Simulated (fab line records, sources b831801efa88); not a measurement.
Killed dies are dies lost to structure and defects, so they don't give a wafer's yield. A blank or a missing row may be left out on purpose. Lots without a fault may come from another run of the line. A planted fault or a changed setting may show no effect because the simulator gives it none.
A struck lot beside a sound one | flow sky130 | 26 steps out of a route of 708
Sound: wafers L761.1, L761.2, L761.4. Struck: wafers L765.1, L765.3, L765.5. The cause comes at the end.
At each step with rows: each side's tool, then ch and its chambers, then its first start. Under that, the readings that differ: sound wafers | struck wafers | difference of the means | sigmas: that difference in standard deviations of wafers without a fault.
alike: readings whose means differ by less than 2 such deviations, and words and numbers that are the same on both sides. not compared: withheld readings, readings that some wafer has no value for, bounds like >300 that may hide the same value, and numbers for which the record gives no deviation and whose values overlap.
The two part at a step that has a row with sigmas, a row that says differs or no value, or rows on one side only. Numbers that don't overlap but have no deviation are shown without sigmas and don't part them. A reading that every wafer of one side lacks parts them only if that side has two wafers or more.

SKY_LDD_N_STRIP_16: strips in O2/N2.
  sound on plasma_asher-03 ch 0,1, day 19 14:29; struck on plasma_asher-04 ch 0,1, day 21 03:59
  reading                     | sound       | struck      | difference | sigmas
  drypump_motor_current_A (A) | 6.2 6.2 6.2 | 4.9 5.6 4.9 | -1.1       | -2
  alike: chamber_pressure_mTorr, oes_product_au, strip_time_to_endpoint_s
  not compared: rf_hours_counter_h
SKY_LDD_N_TW_MEAS_17:
  sound on film_metro-03, day 19 14:35; struck on film_metro-03, day 21 04:05
  alike: LDD_N_TW
then, 7 steps without rows for these wafers: SKY_LDD_P_DEHYDRATE_00 (time 60 s); SKY_LDD_P_HMDS_01 (prime time 60 s); SKY_LDD_P_COAT_02 (resist thk 1140 nm); SKY_LDD_P_SOFTBAKE_03 (time 60 s); SKY_LDD_P_EXPOSE_04 (exposes mask PSDM, target cd 380 nm); SKY_LDD_P_PEB_05; SKY_LDD_P_DEVELOP_06 (develop time 60 s).
SKY_LDD_P_CD_MEAS_07: target cd 380 nm.
  sound on cd_sem-01, day 20 20:03; struck on cd_sem-02, day 22 10:08
  reading    | sound             | struck            | difference | sigmas
  cd_nm (nm) | 381.5 382.4 384.2 | 374.6 374.0 376.1 | -7.8       | -3
SKY_LDD_P_OVL_MEAS_08:
  sound on overlay-01, day 20 20:10; struck on overlay-01, day 22 10:15
  alike: LDD_P_OVL
then, 1 step without rows for these wafers: SKY_LDD_P_IMPLANT_09.
SKY_LDD_P_STRIP_10: strips in O2/N2.
  sound on plasma_asher-04 ch 0,1, day 20 20:21; struck on plasma_asher-04 ch 0,1, day 22 10:26
  no value came back on the struck wafers for chamber_pressure_mTorr (mTorr), drypump_motor_current_A (A), oes_product_au (a.u.), strip_time_to_endpoint_s (s); on the sound wafers chamber_pressure_mTorr (mTorr) reads 1501.8 1500.9 1498.3
  reading                                    | sound | struck         | difference | sigmas
  model.NOVOLAK_of_LDD_P_COAT_02.thk_nm (nm) | 0 0 0 | 1143 1142 1148 | +1144      |
  not compared: rf_hours_counter_h
SKY_LDD_P_TW_MEAS_11:
  sound on film_metro-03, day 20 20:27; struck on film_metro-03, day 22 10:32
  alike: LDD_P_TW
then, 7 steps without rows for these wafers: SKY_LDD_HVN_DEHYDRATE_00 (time 60 s); SKY_LDD_HVN_HMDS_01 (prime time 60 s); SKY_LDD_HVN_COAT_02 (resist thk 300 nm); SKY_LDD_HVN_SOFTBAKE_03 (time 60 s); SKY_LDD_HVN_EXPOSE_04 (exposes mask HVNTM, target cd 700 nm); SKY_LDD_HVN_PEB_05; SKY_LDD_HVN_DEVELOP_06 (develop time 60 s).
SKY_LDD_HVN_OVL_MEAS_07:
  sound on overlay-02, day 22 02:24; struck on overlay-01, day 23 16:23
  alike: LDD_HVN_OVL
then, 1 step without rows for these wafers: SKY_LDD_HVN_IMPLANT_08.
SKY_LDD_HVN_STRIP_09: strips in O2/N2.
  sound on plasma_asher-03 ch 0,1, day 22 02:35; struck on plasma_asher-02 ch 1, day 23 16:35
  reading                      | sound             | struck               | difference | sigmas
  oes_product_au (a.u.)        | 0.407 0.406 0.414 | 0.710 0.712 0.715    | +0.303     | +65
  strip_time_to_endpoint_s (s) | 4.124 4.141 4.124 | 21.763 21.761 21.847 | +17.661    | +99 or more
  alike: chamber_pressure_mTorr, drypump_motor_current_A
  not compared: rf_hours_counter_h
SKY_LDD_HVN_TW_MEAS_10:
  sound on film_metro-02, day 22 02:41; struck on film_metro-04, day 23 16:41
  reading    | sound          | struck   | difference | sigmas
  LDD_HVN_TW | 1428 1412 1421 | 30 30 30 | -1390      | -99 or more
then, 1 step without rows for these wafers: SKY_LDD_HVP_DEHYDRATE_00 (time 60 s).

WHERE THEY PART
First at SKY_LDD_N_STRIP_16; last, within this record, at SKY_LDD_HVN_TW_MEAS_10.

WHY: what the simulator had put in
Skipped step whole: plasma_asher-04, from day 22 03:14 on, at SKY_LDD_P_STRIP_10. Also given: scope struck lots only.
